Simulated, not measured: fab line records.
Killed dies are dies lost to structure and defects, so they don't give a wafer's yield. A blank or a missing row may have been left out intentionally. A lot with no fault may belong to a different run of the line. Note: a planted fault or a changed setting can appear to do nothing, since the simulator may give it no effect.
Code-filled problem report in 8D (eight disciplines) form ; flow sky130 ; the parts of the form that need people (team, actions taken, sign-off) are left out

1. WHAT IS WRONG
LDD_P_TW at SKY_LDD_P_TW_MEAS_11 reads a mean of 598 on 4 wafers of 3 lots; wafers without a fault read 631 with a standard deviation of 4.7. Relative to the usual mean, that is a shift of -7.1 standard deviations.
Earliest sighting: wafer L201.1 on film_metro-02 at day 23 05:12. Wafers with a number at this step in the record: 36, from 13 lots. The rule behind "out" and "out of limits": a value lying over 4 standard deviations away from the usual mean. The other wafers with a number count as sound.

2. WHAT IT IS, WHAT IT ISN'T
question;is;is not
which readings at this step;LDD_P_TW;-
which lots;L201, L202, L203;L191, L192, L195, L197, L198, L199, L200, L210, L212, L214
which wafers of those lots;L201.1, L202.1, L202.3, L203.1;L201.5, L203.2
read on which gauges;film_metro-02, film_metro-04;film_metro-03
when;from day 23 05:12;"up to then (22 sound wafers); but 10 sound wafers of L203, L210, L212, L214 came after"

3. WHAT RULES OUT EACH SUSPECT
Counting: if a tool at a process step up to the reading ran every lot that is out, it stays a suspect. Sound lots after the first of them don't rule it out here, since some wafers of a struck lot are sound.
- the gauge at SKY_LDD_P_TW_MEAS_11: ruled out. 2 gauges (film_metro-02, film_metro-04) read the wafers that are out.
- implanter-04 at SKY_LDD_P_IMPLANT_09: kept. It ran every lot that is out, first L201 (day 23 04:57); its last sound lot up to then is L200 (day 22 11:18). On those wafers its own readings are out: beam_on_s, faraday_current_uA.
Remaining after the count: implanter-04 at SKY_LDD_P_IMPLANT_09.

4. THE CAUSE (what the simulator had put in)
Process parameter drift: implanter-04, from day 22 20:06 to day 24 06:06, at SKY_LDD_P_IMPLANT_09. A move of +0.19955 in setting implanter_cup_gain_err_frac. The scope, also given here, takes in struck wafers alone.
This tool alone remained once counting was done.

5. SEQUENCE OF EFFECTS, ordered by route
One row per reading whose mean, taken over the struck wafers that have a number, lies over 3 standard deviations from the usual. Scope: only readings with a usual standard deviation given in the record; hours: median across lots of the time from each lot's start at the first step in this table that gives one to its start at this step; sigmas: change in usual standard deviations.
hours;step;reading;usual;on struck wafers;change;sigmas
0;SKY_LDD_P_IMPLANT_09;beam_on_s;10.01 s;8.21;-1.80;-9.0
0;SKY_LDD_P_IMPLANT_09;faraday_current_uA;56.3;68.5;+12.2;+11
0;SKY_LDD_P_TW_MEAS_11;LDD_P_TW;631;598;-33;-7.1
Here are the process steps it includes:
- SKY_LDD_P_IMPLANT_09
At these later measuring or inspecting steps, every struck wafer for which the step has a row has a number for every such reading, and none has moved that far: SKY_LDD_HVN_TW_MEAS_10.

6. WHAT WOULD HAVE CAUGHT IT SOONER
In this record the first reading out of limits at a measuring or inspecting step was taken at day 23 05:12, 9 hours after the fault began at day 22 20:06.
At SKY_LDD_P_IMPLANT_09, the tool's own readings (beam_on_s, faraday_current_uA) were out on each struck wafer the step has a row for, so an alarm limit on them would have fired on the first such wafer.
Among the 3 lots that are out, L202, L203 began SKY_LDD_P_IMPLANT_09 on implanter-04 after day 23 05:12. A hold on the tool at that time would have spared those 2.
